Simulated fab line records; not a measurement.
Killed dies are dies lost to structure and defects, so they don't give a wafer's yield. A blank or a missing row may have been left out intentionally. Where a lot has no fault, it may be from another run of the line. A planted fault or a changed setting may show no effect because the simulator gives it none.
What tool caused it? || flow gf180mcu || Sampling: 6 lots, 18 wafers, 2 of 602 route steps

== WHAT THE GAUGES READ, wafer by wafer ==
GF_M1_CD_MEAS_14: the cd target is 230 nm.
{"lot": "L602", "measured": "day 17 17:27", "on": "cd_sem-01", "cd_nm (nm)": "232.0 230.6 232.2"}
{"lot": "L610", "measured": "day 20 12:45", "on": "cd_sem-02", "cd_nm (nm)": "230.6 229.5 229.3"}
{"lot": "L613", "measured": "day 21 16:34", "on": "cd_sem-01", "cd_nm (nm)": "230.0 230.4 229.4"}
{"lot": "L618", "measured": "day 23 09:33", "on": "cd_sem-01", "cd_nm (nm)": "231.6 231.7 230.7"}
{"lot": "L621", "measured": "day 24 08:13", "on": "cd_sem-01", "cd_nm (nm)": "229.2 228.6 230.0"}
{"lot": "L623", "measured": "day 25 01:52", "on": "cd_sem-01", "cd_nm (nm)": "232.0 230.8 231.5"}

== WHAT TOOL EACH LOT RAN ON (gives the tool, then ch and the chambers of the sampled wafers, and finally the start) ==
{"lot": "L602", "GF_CONTACT_SPUTTER_22": "pvd_sputter-02, day 16 17:23"}
{"lot": "L610", "GF_CONTACT_SPUTTER_22": "pvd_sputter-03, day 19 11:14"}
{"lot": "L613", "GF_CONTACT_SPUTTER_22": "pvd_sputter-01, day 20 16:10"}
{"lot": "L618", "GF_CONTACT_SPUTTER_22": "pvd_sputter-03, day 22 09:44"}
{"lot": "L621", "GF_CONTACT_SPUTTER_22": "pvd_sputter-02, day 23 08:41"}
{"lot": "L623", "GF_CONTACT_SPUTTER_22": "pvd_sputter-03, day 24 02:27"}
- GF_CONTACT_SPUTTER_22: material Ti, target thk 15 nm, time 80.02 s.

== THE ANSWER, worked out from the rows above alone ==
Rule: the lots themselves supply what counts as usual. Put in order of their means at a reading, lots are off if they are a third of the lots or fewer, leave a main group of 4 or more, and stand apart from it by a gap of 3 or more times the standard deviation of the main group's means; of several such gaps the widest counts. A main group is skipped when, at the precision printed for the reading in the tables above, its means are all equal. Also off: a lot with no number at a reading for which 4 or more lots have one. The other lots that the step has rows for count as sound.
Across all readings shown, no lot is off: no conclusion can be drawn from this.

== WHAT THE SIMULATOR PUT IN ==
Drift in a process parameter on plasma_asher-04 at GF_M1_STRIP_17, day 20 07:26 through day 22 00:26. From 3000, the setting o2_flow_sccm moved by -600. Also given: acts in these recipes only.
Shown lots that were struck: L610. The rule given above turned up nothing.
